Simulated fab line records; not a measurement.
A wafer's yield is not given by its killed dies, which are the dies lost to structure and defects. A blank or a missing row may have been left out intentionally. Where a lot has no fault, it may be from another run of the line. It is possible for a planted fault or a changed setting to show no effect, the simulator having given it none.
Which tool did it?	flow sky130	Sampling: 24 lots, 72 wafers, 3 of 708 route steps

WHAT EACH GAUGE READ, for each wafer
SKY_POLY_GATE_THK_MEAS_04.
lot	measured	on	POLY_GATE_CVD_03_THK (nm)
L074	day 16 16:22	filmMetro-01	73.4 73.8 74.2
L075	day 16 16:25	filmMetro-01	74.5 74.3 73.6
L076	day 16 16:25	filmMetro-03	74.7 73.9 74.3
L077	day 16 16:22	filmMetro-04	74.8 75.1 74.8
L078	day 16 17:43	filmMetro-03	75.2 74.8 74.8
L079	day 16 16:26	filmMetro-04	75.0 75.6 75.5
L080	day 17 18:37	filmMetro-01	75.0 74.9 75.4
L081	day 17 21:46	filmMetro-03	76.0 75.0 75.4
L082	day 18 04:13	filmMetro-04	75.1 74.8 75.7
L083	day 18 10:23	filmMetro-01	74.0 73.9 75.3
L084	day 19 00:10	filmMetro-01	75.2 76.2 74.3
L085	day 18 22:43	filmMetro-04	74.4 74.3 74.3
L086	day 19 14:46	filmMetro-03	74.8 74.6 74.1
L087	day 19 18:57	filmMetro-04	74.9 74.7 75.3
L088	day 20 01:29	filmMetro-01	74.2 74.2 74.4
L089	day 20 11:40	filmMetro-01	76.0 75.8 75.2
L090	day 21 06:16	filmMetro-01	75.4 75.3 75.4
L091	day 21 08:49	filmMetro-01	74.7 75.7 75.4
L092	day 21 22:33	filmMetro-04	74.3 74.3 73.7
L093	day 22 02:01	filmMetro-01	73.1 74.2 73.6
L094	day 22 11:13	filmMetro-01	73.9 73.8 74.5
L095	day 22 20:02	filmMetro-03	73.4 74.2 73.4
L096	day 22 23:44	filmMetro-01	73.9 74.9 74.8
L097	day 23 09:58	filmMetro-03	73.4 74.1 74.4

SKY_SPACER_THK_MEAS_01.
lot	measured	on	SPACER_CVD_00_THK (nm)
L074	day 24 08:33	filmMetro-02	43.4 42.9 43.1
L075	day 24 13:04	filmMetro-04	43.1 43.1 43.2
L076	day 24 13:04	filmMetro-03	42.3 42.8 42.4
L077	day 24 13:03	filmMetro-02	43.8 43.4 43.8
L078	day 24 14:16	filmMetro-04	42.9 42.9 42.6
L079	day 24 14:16	filmMetro-03	43.0 43.1 43.3
L080	day 25 15:36	filmMetro-02	42.4 42.3 42.7
L081	day 25 16:49	filmMetro-03	43.0 43.1 43.1
L082	day 25 23:02	filmMetro-04	42.8 43.0 43.3
L083	day 26 03:59	filmMetro-03	42.9 42.9 42.8
L084	day 26 18:49	filmMetro-03	43.1 43.3 43.5
L085	day 26 16:18	filmMetro-03	43.3 42.7 43.3
L086	day 27 07:38	filmMetro-02	43.5 42.9 43.2
L087	day 27 10:35	filmMetro-04	42.8 43.1 43.0
L088	day 27 16:50	filmMetro-04	43.1 42.9 43.0
L089	day 28 02:37	filmMetro-02	43.2 43.2 43.2
L090	day 28 20:48	filmMetro-02	43.0 43.3 43.3
L091	day 28 23:15	filmMetro-02	43.0 43.3 43.3
L092	day 29 16:34	filmMetro-04	42.8 42.8 42.5
L093	day 29 16:34	filmMetro-02	42.6 43.1 42.5
L094	day 30 03:34	filmMetro-03	42.8 43.2 43.1
L095	day 30 06:48	filmMetro-02	43.4 43.4 43.6
L096	day 30 11:21	filmMetro-02	42.9 42.7 43.1
L097	day 30 22:15	filmMetro-03	43.2 43.8 43.5

EACH LOT AND THE TOOL THAT RAN IT (in order: tool; ch and the chambers of the sampled wafers; start)
lot	SKY_FIELD_ISO_ETCH_17
L074	rieSi-01 ch 0,2, day 2 05:16
L075	rieSi-02 ch 0,1,3, day 2 10:46
L076	rieSi-02 ch 0,1,3, day 2 17:28
L077	rieSi-01 ch 0,1, day 2 21:13
L078	rieSi-01 ch 1,2,3, day 3 04:58
L079	rieSi-02 ch 1,3, day 3 05:05
L080	rieSi-01 ch 0,1,2, day 3 18:19
L081	rieSi-02 ch 0,3, day 3 19:16
L082	rieSi-01 ch 0,1,2, day 4 02:04
L083	rieSi-02 ch 1, day 4 03:52
L084	rieSi-02 ch 0,1,3, day 4 09:58
L085	rieSi-01 ch 0,1, day 4 13:28
L086	rieSi-01 ch 0,1, day 4 18:34
L087	rieSi-02 ch 0,3, day 5 00:22
L088	rieSi-02 ch 0,1,3, day 5 05:55
L089	rieSi-01 ch 0,1,2, day 5 10:37
L090	rieSi-02 ch 1,2, day 5 19:13
L091	rieSi-01 ch 0,1, day 5 22:19
L092	rieSi-02 ch 0,3, day 6 03:31
L093	rieSi-02 ch 0,1,3, day 6 09:13
L094	rieSi-02 ch 0,3, day 6 13:28
L095	rieSi-02 ch 1,3, day 6 18:16
L096	rieSi-02 ch 1,3, day 6 23:07
L097	rieSi-01 ch 1,2, day 7 05:13
- SKY_FIELD_ISO_ETCH_17: etches Si in HBr/Cl2/O2, target depth 342 nm, time 97.7 s.

AS READ BY THE TOOLS THEMSELVES (means over the sampled wafers that have a number; for cases with no such wafer, the mark the record gives instead)
SKY_FIELD_ISO_ETCH_17.
lot	tool	biasW (W)	drypumpMotorCurrentA (A)	heBacksideLeakSccm (sccm)	oesProductAu (a.u.)	throttleValvePct (%)
L074	rieSi-01	149.9	5.8	3.04	0.996	25.650
L075	rieSi-02	149.9	5.6	2.65	0.999	25.654
L076	rieSi-02	149.9	5.6	3.38	1.003	25.661
L077	rieSi-01	150.0	5.5	2.55	1.000	25.652
L078	rieSi-01	150.1	5.9	2.99	1.004	25.665
L079	rieSi-02	150.0	5.7	2.64	1.000	25.655
L080	rieSi-01	149.9	5.8	3.00	1.005	25.655
L081	rieSi-02	149.9	5.2	2.65	0.992	25.657
L082	rieSi-01	150.0	5.8	2.74	1.001	25.655
L083	rieSi-02	150.4	6.0	2.66	0.995	25.664
L084	rieSi-02	150.3	5.6	2.74	0.985	25.663
L085	rieSi-01	149.8	5.5	2.67	0.999	25.665
L086	rieSi-01	150.1	5.5	2.57	1.002	25.659
L087	rieSi-02	150.0	5.4	2.72	1.000	25.648
L088	rieSi-02	149.9	5.6	2.64	0.992	25.657
L089	rieSi-01	150.2	5.8	2.75	1.001	25.651
L090	rieSi-02	150.6	6.1	2.85	0.998	25.664
L091	rieSi-01	149.9	5.5	2.71	0.995	25.662
L092	rieSi-02	150.0	5.2	2.57	0.995	25.669
L093	rieSi-02	150.0	5.6	2.65	0.991	25.674
L094	rieSi-02	149.6	5.2	2.58	0.995	25.655
L095	rieSi-02	150.2	5.6	2.56	1.007	25.662
L096	rieSi-02	150.1	5.6	2.60	0.999	25.654
L097	rieSi-01	150.1	6.1	2.80	0.998	25.665

THE ANSWER, worked out from the rows above alone
Rule: what is usual is taken from the lots themselves. The widest of any qualifying gaps counts: lots, ordered by their means at a reading, are off when they make up no more than a third of the lots, leave a main group of 4 or more, and stand apart from it by 3 or more times the standard deviation of that group's means. If all means in a main group match to the digits the tables above print for the reading, that group is not used. Also off: a lot with no number at a reading for which 4 or more lots have one. The other lots that the step has rows for count as sound. First the gauges in route order, then the tools' own readings, where a lot's mean is used as printed above. At the first step where some lot is off, the reading lying furthest off is the one used; lots without a number count as furthest.
No lot is off on any of the readings shown, so nothing can be concluded from this.

WHAT WAS PUT IN BY THE SIMULATOR
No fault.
